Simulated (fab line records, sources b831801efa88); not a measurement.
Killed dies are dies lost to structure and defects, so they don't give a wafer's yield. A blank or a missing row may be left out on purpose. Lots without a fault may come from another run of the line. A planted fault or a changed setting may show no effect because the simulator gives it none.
Which tool did it? | flow gf180mcu | 24 lots, 72 wafers sampled, at 6 steps of a route of 602

WHAT THE GAUGES READ, wafer by wafer
GF_NWELL_OVL_MEAS_07.
lot  | measured    | on         | NWELL_OVL (nm)
L074 | day 3 09:09 | overlay-01 | -0.9 -1.3 -2.1
L075 | day 3 13:36 | overlay-01 | 0.8 0.7 0.0
L076 | day 3 19:49 | overlay-01 | -3.8 -4.1 -4.0
L077 | day 4 03:24 | overlay-02 | 0.6 0.4 0.9
L078 | day 4 05:24 | overlay-02 | -3.0 -0.4 -1.7
L079 | day 4 11:15 | overlay-01 | -5.4 -5.4 -4.7
L080 | day 4 15:10 | overlay-01 | -0.1 -1.5 0.2
L081 | day 4 21:03 | overlay-02 | -1.8 -1.0 -1.9
L082 | day 5 03:46 | overlay-02 | -0.7 -2.1 -3.9
L083 | day 5 08:16 | overlay-02 | 0.3 -0.4 -1.2
L084 | day 5 11:52 | overlay-02 | -1.6 0.4 0.1
L085 | day 5 19:34 | overlay-02 | -2.2 -2.3 -2.0
L086 | day 6 02:10 | overlay-01 | 0.5 0.7 -0.7
L087 | day 6 05:39 | overlay-02 | -0.3 -1.7 -0.5
L088 | day 6 12:13 | overlay-01 | 1.1 2.0 -0.1
L089 | day 6 17:19 | overlay-01 | -0.6 -3.7 -3.2
L090 | day 6 22:12 | overlay-01 | -4.5 -3.4 -2.4
L091 | day 7 02:34 | overlay-01 | 0.3 0.3 -0.1
L092 | day 7 08:52 | overlay-02 | -0.3 0.5 -0.2
L093 | day 7 14:37 | overlay-01 | -1.4 -1.3 -2.9
L094 | day 7 19:49 | overlay-01 | -1.7 -1.0 -3.1
L095 | day 8 01:34 | overlay-02 | 1.0 -0.8 0.5
L096 | day 8 06:22 | overlay-02 | -1.8 -3.4 -1.8
L097 | day 8 15:45 | overlay-01 | 0.0 1.4 0.3

GF_V2_RS_MEAS_24: measures by four-point-probe.
lot  | measured     | on            | V2_W_RS (ohm/sq)
L074 | day 20 12:40 | film_metro-03 | 0.330 0.327 0.330
L075 | day 20 23:16 | film_metro-03 | 0.326 0.332 0.328
L076 | day 21 03:28 | film_metro-03 | 0.319 0.323 0.321
L077 | day 21 18:40 | film_metro-01 | 0.335 0.329 0.332
L078 | day 22 01:07 | film_metro-01 | 0.327 0.329 0.326
L079 | day 22 02:43 | film_metro-04 | 0.333 0.332 0.334
L080 | day 22 14:34 | film_metro-01 | 0.330 0.327 0.325
L081 | day 22 20:06 | film_metro-04 | 0.326 0.329 0.321
L082 | day 23 10:32 | film_metro-01 | 0.323 0.325 0.327
L083 | day 23 13:16 | film_metro-04 | 0.332 0.333 0.329
L084 | day 23 21:34 | film_metro-01 | 0.329 0.328 0.334
L085 | day 24 08:02 | film_metro-04 | 0.329 0.332 0.327
L086 | day 24 17:48 | film_metro-04 | 0.330 0.322 0.329
L087 | day 25 00:47 | film_metro-03 | 0.325 0.329 0.323
L088 | day 25 06:07 | film_metro-04 | 0.324 0.327 0.321
L089 | day 25 11:20 | film_metro-03 | 0.331 0.328 0.331
L090 | day 25 22:23 | film_metro-01 | 0.327 0.325 0.325
L091 | day 26 03:05 | film_metro-03 | 0.325 0.325 0.327
L092 | day 26 15:08 | film_metro-03 | 0.326 0.324 0.325
L093 | day 26 20:50 | film_metro-01 | 0.328 0.326 0.326
L094 | day 27 02:37 | film_metro-01 | 0.330 0.325 0.325
L095 | day 27 08:03 | film_metro-03 | 0.326 0.328 0.325
L096 | day 27 17:59 | film_metro-04 | 0.335 0.325 0.329
L097 | day 28 04:20 | film_metro-03 | 0.328 0.322 0.327

GF_M4_RS_MEAS_05: measures by four-point-probe.
lot  | measured     | on            | M4_ALCU_RS (ohm/sq)
L074 | day 22 15:32 | film_metro-03 | 0.0685 0.0687 0.0684
L075 | day 23 02:33 | film_metro-03 | 0.0693 0.0692 0.0697
L076 | day 23 06:19 | film_metro-03 | 0.0693 0.0692 0.0689
L077 | day 23 20:31 | film_metro-03 | 0.0712 0.0711 0.0700
L078 | day 24 03:55 | film_metro-04 | 0.0704 0.0701 0.0701
L079 | day 24 04:04 | film_metro-02 | 0.0690 0.0679 0.0682
L080 | day 24 16:10 | film_metro-04 | 0.0705 0.0704 0.0706
L081 | day 24 20:40 | film_metro-04 | 0.0696 0.0691 0.0697
L082 | day 25 10:21 | film_metro-04 | 0.0689 0.0693 0.0689
L083 | day 25 13:58 | film_metro-03 | 0.0672 0.0693 0.0684
L084 | day 25 20:26 | film_metro-02 | 0.0696 0.0700 0.0680
L085 | day 26 06:46 | film_metro-04 | 0.0689 0.0694 0.0692
L086 | day 26 17:07 | film_metro-04 | 0.0694 0.0694 0.0697
L087 | day 26 22:29 | film_metro-04 | 0.0697 0.0697 0.0702
L088 | day 27 03:58 | film_metro-03 | 0.0690 0.0684 0.0690
L089 | day 27 08:20 | film_metro-02 | 0.0685 0.0680 0.0690
L090 | day 27 19:30 | film_metro-02 | 0.0686 0.0687 0.0687
L091 | day 28 00:36 | film_metro-03 | 0.0692 0.0695 0.0689
L092 | day 28 10:53 | film_metro-04 | 0.0682 0.0690 0.0685
L093 | day 28 16:05 | film_metro-02 | 0.0693 0.0698 0.0696
L094 | day 28 22:40 | film_metro-04 | 0.0704 0.0696 0.0699
L095 | day 29 03:16 | film_metro-03 | 0.0692 0.0688 0.0689
L096 | day 29 13:34 | film_metro-02 | 0.0696 0.0694 0.0695
L097 | day 29 22:33 | film_metro-04 | 0.0698 0.0687 0.0701

GF_MIM_RS_MEAS_10: measures by four-point-probe.
lot  | measured     | on            | MIM_ALCU_RS (ohm/sq)
L074 | day 24 16:43 | film_metro-02 | 0.1599 0.1588 0.1613
L075 | day 25 02:24 | film_metro-03 | 0.1574 0.1596 0.1594
L076 | day 25 06:48 | film_metro-02 | 0.1611 0.1618 0.1607
L077 | day 25 19:46 | film_metro-03 | 0.1592 0.1621 0.1625
L078 | day 26 03:31 | film_metro-01 | 0.1585 0.1618 0.1605
L079 | day 26 03:30 | film_metro-02 | 0.1605 0.1612 0.1601
L080 | day 26 14:05 | film_metro-02 | 0.1621 0.1650 0.1642
L081 | day 26 18:24 | film_metro-01 | 0.1620 0.1638 0.1617
L082 | day 27 07:41 | film_metro-03 | 0.1588 0.1583 0.1594
L083 | day 27 10:52 | film_metro-02 | 0.1602 0.1621 0.1613
L084 | day 27 18:10 | film_metro-02 | 0.1584 0.1587 0.1587
L085 | day 28 02:37 | film_metro-03 | 0.1593 0.1617 0.1603
L086 | day 28 12:08 | film_metro-02 | 0.1601 0.1600 0.1604
L087 | day 28 17:37 | film_metro-03 | 0.1651 0.1607 0.1619
L088 | day 28 22:32 | film_metro-02 | 0.1569 0.1606 0.1600
L089 | day 29 02:47 | film_metro-02 | 0.1605 0.1616 0.1633
L090 | day 29 14:36 | film_metro-01 | 0.1621 0.1634 0.1616
L091 | day 29 18:37 | film_metro-02 | 0.1613 0.1585 0.1592
L092 | day 30 04:13 | film_metro-03 | 0.1628 0.1621 0.1615
L093 | day 30 09:24 | film_metro-02 | 0.1635 0.1623 0.1603
L094 | day 30 15:53 | film_metro-01 | 0.1611 0.1584 0.1600
L095 | day 30 19:22 | film_metro-02 | 0.1615 0.1594 0.1591
L096 | day 31 06:32 | film_metro-03 | 0.1603 0.1607 0.1611
L097 | day 31 13:35 | film_metro-03 | 0.1612 0.1619 0.1599

WHICH TOOL RAN EACH LOT (tool, then ch and the chambers of the sampled wafers, then the start)
lot  | GF_M2_STRIP_17                       | GF_V3_CVD_23
L074 | plasma_asher-02 ch 0,1, day 19 10:04 | cvd_w-02 ch 0, day 22 14:41
L075 | plasma_asher-03 ch 1, day 19 20:47   | cvd_w-01 ch 0,1, day 23 01:43
L076 | plasma_asher-02 ch 0, day 20 01:13   | cvd_w-02 ch 0,1, day 23 05:22
L077 | plasma_asher-03 ch 0,1, day 20 16:37 | cvd_w-02 ch 0,1, day 23 19:42
L078 | plasma_asher-01 ch 1, day 20 22:56   | cvd_w-01 ch 0, day 24 02:59
L079 | plasma_asher-03 ch 0,1, day 21 01:08 | cvd_w-02 ch 0,1, day 24 03:02
L080 | plasma_asher-03 ch 0,1, day 21 13:33 | cvd_w-01 ch 0,1, day 24 15:21
L081 | plasma_asher-03 ch 0,1, day 21 18:26 | cvd_w-02 ch 0,1, day 24 19:50
L082 | plasma_asher-01 ch 0,1, day 22 09:24 | cvd_w-01 ch 0,1, day 25 09:32
L083 | plasma_asher-03 ch 0,1, day 22 11:44 | cvd_w-01 ch 0,1, day 25 13:08
L084 | plasma_asher-03 ch 0,1, day 22 20:28 | cvd_w-01 ch 0,1, day 25 19:37
L085 | plasma_asher-03 ch 0,1, day 23 06:35 | cvd_w-02 ch 1, day 26 05:56
L086 | plasma_asher-02 ch 0,1, day 23 17:40 | cvd_w-02 ch 0,1, day 26 16:17
L087 | plasma_asher-02 ch 0,1, day 24 00:25 | cvd_w-02 ch 0,1, day 26 21:40
L088 | plasma_asher-01 ch 0,1, day 24 06:29 | cvd_w-02 ch 0,1, day 27 03:08
L089 | plasma_asher-02 ch 0,1, day 24 11:25 | cvd_w-01 ch 0,1, day 27 07:31
L090 | plasma_asher-01 ch 0,1, day 24 23:17 | cvd_w-02 ch 0,1, day 27 18:40
L091 | plasma_asher-02 ch 0,1, day 25 04:22 | cvd_w-02 ch 0,1, day 27 23:47
L092 | plasma_asher-03 ch 0,1, day 25 15:43 | cvd_w-01 ch 0, day 28 10:02
L093 | plasma_asher-01 ch 0,1, day 25 21:20 | cvd_w-02 ch 0,1, day 28 15:15
L094 | plasma_asher-01 ch 0,1, day 26 03:23 | cvd_w-01 ch 0,1, day 28 21:51
L095 | plasma_asher-03 ch 0,1, day 26 10:10 | cvd_w-02 ch 0,1, day 29 02:28
L096 | plasma_asher-02 ch 0,1, day 26 18:31 | cvd_w-01 ch 0,1, day 29 12:33
L097 | plasma_asher-01 ch 0,1, day 27 06:31 | cvd_w-02 ch 0,1, day 29 21:44
- GF_M2_STRIP_17: strips in O2/N2.
- GF_V3_CVD_23: deposits W, target thk 350 nm, time 104.9 s.

WHAT THE TOOLS THEMSELVES READ (means of the sampled wafers that have a number; where no wafer has one, the mark that the record gives instead)
GF_M2_STRIP_17.
lot  | tool            | drypump_motor_current_A (A) | heater_power_w (W) | oes_product_au (a.u.) | strip_time_to_endpoint_s (s)
L074 | plasma_asher-02 | 5.7                         | 313                | 0.544                 | 7.49
L075 | plasma_asher-03 | 5.3                         | 328                | 0.537                 | 7.37
L076 | plasma_asher-02 | 5.7                         | 279                | 0.542                 | 7.38
L077 | plasma_asher-03 | 5.1                         | 316                | 0.530                 | 7.42
L078 | plasma_asher-01 | 5.7                         | 369                | 0.532                 | 7.28
L079 | plasma_asher-03 | 5.1                         | 310                | 0.541                 | 7.40
L080 | plasma_asher-03 | 5.2                         | 313                | 0.541                 | 7.42
L081 | plasma_asher-03 | 5.1                         | 312                | 0.542                 | 7.38
L082 | plasma_asher-01 | 5.6                         | 355                | 0.537                 | 7.35
L083 | plasma_asher-03 | 5.0                         | 297                | 0.541                 | 7.42
L084 | plasma_asher-03 | 5.1                         | 314                | 0.536                 | 7.34
L085 | plasma_asher-03 | 5.0                         | 289                | 0.538                 | 7.36
L086 | plasma_asher-02 | 5.7                         | 304                | 0.542                 | 7.38
L087 | plasma_asher-02 | 5.7                         | 295                | 0.541                 | 7.40
L088 | plasma_asher-01 | 5.6                         | 354                | 0.538                 | 7.30
L089 | plasma_asher-02 | 5.7                         | 290                | 0.543                 | 7.44
L090 | plasma_asher-01 | 5.7                         | 361                | 0.538                 | 7.37
L091 | plasma_asher-02 | 5.7                         | 295                | 0.536                 | 7.39
L092 | plasma_asher-03 | 5.1                         | 310                | 0.527                 | 7.33
L093 | plasma_asher-01 | 5.6                         | 361                | 0.540                 | 7.36
L094 | plasma_asher-01 | 5.7                         | 360                | 0.532                 | 7.36
L095 | plasma_asher-03 | 5.2                         | 312                | 0.538                 | 7.38
L096 | plasma_asher-02 | 5.7                         | 297                | 0.536                 | 7.37
L097 | plasma_asher-01 | 5.7                         | 363                | 0.538                 | 7.36

GF_V3_CVD_23.
lot  | tool     | heater_power_w (W)
L074 | cvd_w-02 | 774
L075 | cvd_w-01 | 966
L076 | cvd_w-02 | 846
L077 | cvd_w-02 | 859
L078 | cvd_w-01 | 970
L079 | cvd_w-02 | 820
L080 | cvd_w-01 | 964
L081 | cvd_w-02 | 871
L082 | cvd_w-01 | 956
L083 | cvd_w-01 | 965
L084 | cvd_w-01 | 945
L085 | cvd_w-02 | 896
L086 | cvd_w-02 | 865
L087 | cvd_w-02 | 863
L088 | cvd_w-02 | 854
L089 | cvd_w-01 | 955
L090 | cvd_w-02 | 815
L091 | cvd_w-02 | 860
L092 | cvd_w-01 | 959
L093 | cvd_w-02 | 857
L094 | cvd_w-01 | 974
L095 | cvd_w-02 | 814
L096 | cvd_w-01 | 962
L097 | cvd_w-02 | 856

THE ANSWER, worked out from the rows above alone
Rule: what is usual is taken from the lots themselves. Put in order of their means at a reading, lots are off if they are a third of the lots or fewer, leave a main group of 4 or more, and stand apart from it by a gap of 3 or more times the standard deviation of the main group's means; of several such gaps the widest counts. A main group whose means are all the same, to the digits that the tables above print for the reading, isn't used. A lot without any number at a reading at which 4 lots or more have one is off too. The other lots that the step has rows for count as sound. The gauges are gone through in route order, then the tools' own readings, and for those a lot's mean is taken as printed above. The first step at which some lot is off is used, and at that step the reading that is off furthest; a lot without a number counts as furthest.
No lot is off at any reading shown: from this, nothing can be told.

WHAT THE SIMULATOR HAD PUT IN
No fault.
